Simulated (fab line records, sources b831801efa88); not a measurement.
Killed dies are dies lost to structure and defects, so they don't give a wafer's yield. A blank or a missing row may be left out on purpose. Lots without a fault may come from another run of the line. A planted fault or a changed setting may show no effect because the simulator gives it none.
Chamber matching | flow gf180mcu | GF_POLY_GATE_ETCH_13 on rie_si-02: 4 sister chambers
The step etches poly-Si in HBr/Cl2, stops on SiO2, target depth 198.5 nm, time 69.6 s. 4 wafers are shown with their chamber, then 8 later ones without.

WAFERS WITH THEIR CHAMBER
wafer  | chamber | drypump_motor_current_A (A)
L813.2 | 2       | 5.4
L814.1 | 1       | 5.9
L814.6 | 3       | 5.8
L819.4 | 0       | 6.6

WAFERS WITHOUT THEIR CHAMBER
wafer  | drypump_motor_current_A (A)
L819.5 | 5.8
L819.6 | 6.6
L828.1 | 5.5
L828.5 | 6.6
L828.6 | 5.9
L830.2 | 5.8
L830.5 | 5.8
L830.6 | 5.9

WHICH CHAMBER EACH WENT THROUGH
wafer  | from the rows above | in truth
L819.5 | 3                   | 3
L819.6 | 0                   | 0
L828.1 | 2                   | 2
L828.5 | 0                   | 0
L828.6 | 1                   | 1
L830.2 | 3                   | 3
L830.5 | 3                   | 3
L830.6 | 1                   | 1
Placed correctly: 8 of 8. Can't be placed from these rows: 0. Placed wrongly: 0.
How it was worked out, from the rows above alone: a wafer's distance from a chamber is the root of the sum, over the readings, of the square of ((its reading less the chamber's mean) divided by the reading's scatter). The wafer belongs to the nearest chamber; if the next one is less than 2 further off, it can't be placed. A chamber's mean is the mean of its shown wafers. The scatter: with one shown wafer a chamber, the root of the mean of the squares of how far each hidden wafer lies from its nearest shown one.
